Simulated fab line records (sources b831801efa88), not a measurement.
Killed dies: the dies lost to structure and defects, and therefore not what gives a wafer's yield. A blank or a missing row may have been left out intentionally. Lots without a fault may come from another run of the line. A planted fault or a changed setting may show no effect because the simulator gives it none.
Which tool is to blame? | flow sky130 | 13 lots, 38 wafers sampled, at 5 steps of a route of 708

WHAT EACH GAUGE READ, for each wafer
SKY_VIA3_THK_MEAS_01. Usual: VIA3_HDPCVD_THK gives 1634 nm (standard deviation 24).
lot  | measured     | on           | VIA3_HDPCVD_THK (nm) | flag
L141 | day 38 17:05 | filmMetro-04 | 1659 1579 1589       | 
L143 | day 39 04:17 | filmMetro-03 | 1591 1588 1639       | 
L144 | day 39 06:58 | filmMetro-03 | 1606 1594 1581       | 
L145 | day 40 04:34 | filmMetro-04 | 1631 1648 1648       | 
L146 | day 40 10:53 | filmMetro-02 | 1621 1621 1644       | 
L147 | day 40 15:47 | filmMetro-02 | 1631 1625 1626       | 
L149 | day 41 08:59 | filmMetro-03 | 1669 1651 1656       | 
L150 | day 41 12:33 | filmMetro-02 | 1648 1636 1650       | 
L151 | day 41 19:50 | filmMetro-04 | 1637 1591 1652       | 
L152 | day 42 01:17 | filmMetro-03 | 1645 1673 1657       | 
L157 | day 43 10:41 | filmMetro-03 | 2279 2267            | OFF
L160 | day 44 05:26 | filmMetro-03 | 1595 2266 1676       | OFF
L163 | day 44 20:17 | filmMetro-03 | 1655 1630 1645       | 

SKY_CAP2M_OVL_MEAS_12. Usual: CAP2M_OVL gives -0.2 nm (standard deviation 1.5).
lot  | measured     | on         | CAP2M_OVL (nm) | flag
L141 | day 40 21:31 | overlay-01 | 0.5 1.2 2.7    | 
L143 | day 41 07:44 | overlay-01 | 0.1 0.6 -0.8   | 
L144 | day 41 11:07 | overlay-02 | 1.4 2.4 1.9    | 
L145 | day 42 07:41 | overlay-01 | -2.0 -1.1 0.2  | 
L146 | day 42 13:05 | overlay-02 | 0.0 0.3 1.3    | 
L147 | day 42 18:37 | overlay-02 | 2.9 1.5 2.9    | 
L149 | day 43 10:23 | overlay-01 | -1.5 -2.3 1.1  | 
L150 | day 43 13:34 | overlay-01 | -0.5 0.3 -0.3  | 
L151 | day 43 20:47 | overlay-01 | -0.8 -1.6 -0.7 | 
L152 | day 44 01:46 | overlay-01 | 0.1 0.2 -0.6   | 
L157 | day 45 10:08 | overlay-01 | -0.5 -0.3      | 
L160 | day 46 02:55 | overlay-01 | 0.1 0.0 -1.2   | 
L163 | day 46 15:47 | overlay-01 | 1.3 1.0 0.4    | 

WHAT TOOL EACH LOT RAN ON (gives the tool, then ch and the chambers of the sampled wafers, and finally the start)
lot  | SKY_METAL2_SPUTTER_00       | SKY_VIA2_SPUTTER_20         | SKY_VIA3_HDPCVD_00
L141 | pvdSputter-04, day 34 04:06 | pvdSputter-02, day 36 10:35 | hdpcvd-02 ch 0,1, day 38 16:54
L143 | pvdSputter-01, day 34 15:10 | pvdSputter-02, day 36 21:56 | hdpcvd-02 ch 0,1,2, day 39 04:07
L144 | pvdSputter-03, day 34 18:14 | pvdSputter-02, day 37 00:43 | hdpcvd-02 ch 0,2, day 39 06:49
L145 | pvdSputter-03, day 35 18:03 | pvdSputter-02, day 37 23:56 | hdpcvd-01 ch 0,1,2, day 40 04:25
L146 | pvdSputter-01, day 35 22:50 | pvdSputter-02, day 38 06:03 | hdpcvd-01 ch 0,1, day 40 10:43
L147 | pvdSputter-01, day 36 02:47 | pvdSputter-02, day 38 09:25 | hdpcvd-01 ch 0,1, day 40 15:37
L149 | pvdSputter-01, day 37 00:06 | pvdSputter-02, day 39 05:25 | hdpcvd-01 ch 1,2, day 41 08:49
L150 | pvdSputter-01, day 37 00:59 | pvdSputter-01, day 39 07:17 | hdpcvd-01 ch 0, day 41 12:18
L151 | pvdSputter-01, day 37 08:11 | pvdSputter-01, day 39 14:56 | hdpcvd-02 ch 0,1,2, day 41 19:39
L152 | pvdSputter-01, day 37 13:31 | pvdSputter-01, day 39 20:17 | hdpcvd-02 ch 0,1,2, day 42 01:07
L157 | pvdSputter-01, day 39 03:13 | pvdSputter-04, day 41 08:13 | hdpcvd-02 ch 1, day 43 10:31
L160 | pvdSputter-04, day 39 23:35 | pvdSputter-02, day 42 04:02 | hdpcvd-02 ch 0,1,2, day 44 05:16
L163 | pvdSputter-04, day 40 16:49 | pvdSputter-01, day 42 20:46 | hdpcvd-01 ch 1,2, day 44 20:01
- SKY_METAL2_SPUTTER_00: material Ti, target thk 15 nm, time 10 s.
- SKY_VIA2_SPUTTER_20: material TiN, target thk 20 nm, time 80 s.
- SKY_VIA3_HDPCVD_00: deposits SiO2, target thk 1635 nm, time 272.5 s.

AS READ BY THE TOOLS THEMSELVES (means over the sampled wafers that have a number; for cases with no such wafer, the mark the record gives instead)
SKY_METAL2_SPUTTER_00. Usual: 30.0 % for throttleValvePct, sd 1.
lot  | tool          | throttleValvePct (%) | flag
L141 | pvdSputter-04 | 31.4                 | 
L143 | pvdSputter-01 | 30.0                 | 
L144 | pvdSputter-03 | 30.4                 | 
L145 | pvdSputter-03 | 29.3                 | 
L146 | pvdSputter-01 | 29.8                 | 
L147 | pvdSputter-01 | 29.9                 | 
L149 | pvdSputter-01 | 29.2                 | 
L150 | pvdSputter-01 | 30.1                 | 
L151 | pvdSputter-01 | 30.0                 | 
L152 | pvdSputter-01 | 30.0                 | 
L157 | pvdSputter-01 | 29.6                 | 
L160 | pvdSputter-04 | 31.5                 | 
L163 | pvdSputter-04 | 31.4                 | 

SKY_VIA2_SPUTTER_20. Usual: 30.1 % for throttleValvePct, sd 1.1.
lot  | tool          | throttleValvePct (%) | flag
L141 | pvdSputter-02 | 29.9                 | 
L143 | pvdSputter-02 | 29.1                 | 
L144 | pvdSputter-02 | 30.6                 | 
L145 | pvdSputter-02 | 29.8                 | 
L146 | pvdSputter-02 | 29.9                 | 
L147 | pvdSputter-02 | 29.7                 | 
L149 | pvdSputter-02 | 29.8                 | 
L150 | pvdSputter-01 | 29.2                 | 
L151 | pvdSputter-01 | 29.7                 | 
L152 | pvdSputter-01 | 29.0                 | 
L157 | pvdSputter-04 | 29.8                 | 
L160 | pvdSputter-02 | 29.6                 | 
L163 | pvdSputter-01 | 29.5                 | 

THE ANSWER, worked out from the rows above alone
Rule: lot off if the mean of its wafers having a number is beyond 3 standard deviations from the usual mean. A lot without any number at a reading at which 4 lots or more have one is off too. All remaining lots with rows at the step are treated as sound. The gauges are gone through in route order, then the tools' own readings, and for those a lot's mean is taken as printed above. The first step at which some lot is off is used, and at that step the reading that is off furthest; a lot without a number counts as furthest.
Off: L157, L160, seen at SKY_VIA3_THK_MEAS_01 (VIA3_HDPCVD_THK).
If a tool, at a process step before that reading, ran all the lots that are off and no sound lot after the first of them, it fits. Gauges at SKY_VIA3_THK_MEAS_01: tried the same way as those tools. One fits: SKY_VIA3_HDPCVD_00 on hdpcvd-02. A fault onset in the window from L152 (day 42 01:07, its last sound lot) to L157 (day 43 10:31, its first lot off) fits.

WHAT THE SIMULATOR HAD PUT IN
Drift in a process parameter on hdpcvd-02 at SKY_VIA3_HDPCVD_00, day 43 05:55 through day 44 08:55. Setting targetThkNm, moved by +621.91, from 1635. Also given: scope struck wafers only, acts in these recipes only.
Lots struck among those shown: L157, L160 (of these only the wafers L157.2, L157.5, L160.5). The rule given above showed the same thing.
